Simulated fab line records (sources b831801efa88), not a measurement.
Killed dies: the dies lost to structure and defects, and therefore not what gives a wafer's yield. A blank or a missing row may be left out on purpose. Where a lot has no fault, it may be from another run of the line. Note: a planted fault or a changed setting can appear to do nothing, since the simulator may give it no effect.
What tool caused it? + flow sky130 + Sampling: 13 lots, 39 wafers, 2 of 708 route steps

## WHAT THE GAUGES SHOWED, per wafer
SKY_FIELD_ISO_THK_MEAS_23.
| lot  | measured    | on           | FIELD_ISO_OXIDATION_01_THK (nm) |
|------|-------------|--------------|---------------------------------|
| L230 | day 2 07:04 | filmMetro-03 | 9.95 10.04 9.83                 |
| L231 | day 2 11:14 | filmMetro-03 | 10.19 9.96 10.07                |
| L234 | day 3 04:48 | filmMetro-01 | 10.44 10.45 10.24               |
| L235 | day 3 12:44 | filmMetro-02 | 10.44 10.19 10.36               |
| L237 | day 3 20:28 | filmMetro-03 | 9.94 9.75 9.96                  |
| L238 | day 3 23:15 | filmMetro-03 | 10.06 10.13 10.01               |
| L239 | day 4 06:54 | filmMetro-01 | 9.85 9.87 9.93                  |
| L247 | day 6 04:02 | filmMetro-03 | 10.07 9.86 9.74                 |
| L248 | day 6 04:34 | filmMetro-01 | 10.22 10.07 10.27               |
| L250 | day 6 15:08 | filmMetro-03 | 9.77 9.88 9.70                  |
| L251 | day 6 19:25 | filmMetro-02 | 10.00 9.99 9.90                 |
| L252 | day 7 01:05 | filmMetro-01 | 10.52 10.47 10.39               |
| L253 | day 7 06:58 | filmMetro-01 | 9.66 9.81 9.71                  |

## TOOL THAT RAN EACH LOT (tool first, then ch and the chambers of the sampled wafers, then the start)
| lot  | SKY_FIELD_ISO_STRIP_16             |
|------|------------------------------------|
| L230 | plasmaAsher-02 ch 0,1, day 2 05:16 |
| L231 | plasmaAsher-01 ch 0, day 2 09:34   |
| L234 | plasmaAsher-02 ch 0,1, day 3 01:49 |
| L235 | plasmaAsher-04 ch 0,1, day 3 09:21 |
| L237 | plasmaAsher-01 ch 0,1, day 3 18:22 |
| L238 | plasmaAsher-02 ch 0,1, day 3 21:38 |
| L239 | plasmaAsher-02 ch 0,1, day 4 05:05 |
| L247 | plasmaAsher-01 ch 0,1, day 6 02:25 |
| L248 | plasmaAsher-02 ch 0,1, day 6 02:46 |
| L250 | plasmaAsher-04 ch 0, day 6 12:57   |
| L251 | plasmaAsher-02 ch 0, day 6 17:48   |
| L252 | plasmaAsher-04 ch 0,1, day 6 23:06 |
| L253 | plasmaAsher-01 ch 0,1, day 7 05:21 |
- SKY_FIELD_ISO_STRIP_16: strips in O2/N2.

## WHAT THE TOOLS THEMSELVES READ (means of the sampled wafers that have a number; where no wafer has one, the mark that the record gives instead)
SKY_FIELD_ISO_STRIP_16.
| lot  | tool           | drypumpMotorCurrentA (A) | oesProductAu (a.u.) | stripTimeToEndpointS (s) |
|------|----------------|--------------------------|---------------------|--------------------------|
| L230 | plasmaAsher-02 | 5.9                      | 0.375               | 3.52                     |
| L231 | plasmaAsher-01 | 6.7                      | 0.379               | 3.56                     |
| L234 | plasmaAsher-02 | 5.9                      | 0.379               | 3.56                     |
| L235 | plasmaAsher-04 | 6.1                      | 0.376               | 3.57                     |
| L237 | plasmaAsher-01 | 6.4                      | 0.380               | 3.57                     |
| L238 | plasmaAsher-02 | 5.9                      | 0.376               | 3.56                     |
| L239 | plasmaAsher-02 | 5.7                      | 0.375               | 3.58                     |
| L247 | plasmaAsher-01 | 6.4                      | 0.384               | 3.59                     |
| L248 | plasmaAsher-02 | 5.9                      | 0.376               | 3.55                     |
| L250 | plasmaAsher-04 | 5.9                      | 0.372               | 3.50                     |
| L251 | plasmaAsher-02 | 5.4                      | 0.381               | 3.54                     |
| L252 | plasmaAsher-04 | 6.1                      | 0.380               | 3.57                     |
| L253 | plasmaAsher-01 | 6.4                      | 0.380               | 3.57                     |

## THE ANSWER, worked out from the rows above alone
Rule: usual is defined by the lots themselves. The widest of any qualifying gaps counts: lots, ordered by their means at a reading, are off when they make up no more than a third of the lots, leave a main group of 4 or more, and stand apart from it by 3 or more times the standard deviation of that group's means. A main group is skipped when, at the precision printed for the reading in the tables above, its means are all equal. Also off: a lot with no number at a reading for which 4 or more lots have one. Where the step has rows for the other lots, those lots are counted as sound. The gauges are gone through in route order, then the tools' own readings, and for those a lot's mean is taken as printed above. The first step at which some lot is off is used, and at that step the reading that is off furthest; a lot without a number counts as furthest.
Nothing can be told from this: no lot is off at any reading shown.

## WHAT HAD BEEN PUT IN BY THE SIMULATOR
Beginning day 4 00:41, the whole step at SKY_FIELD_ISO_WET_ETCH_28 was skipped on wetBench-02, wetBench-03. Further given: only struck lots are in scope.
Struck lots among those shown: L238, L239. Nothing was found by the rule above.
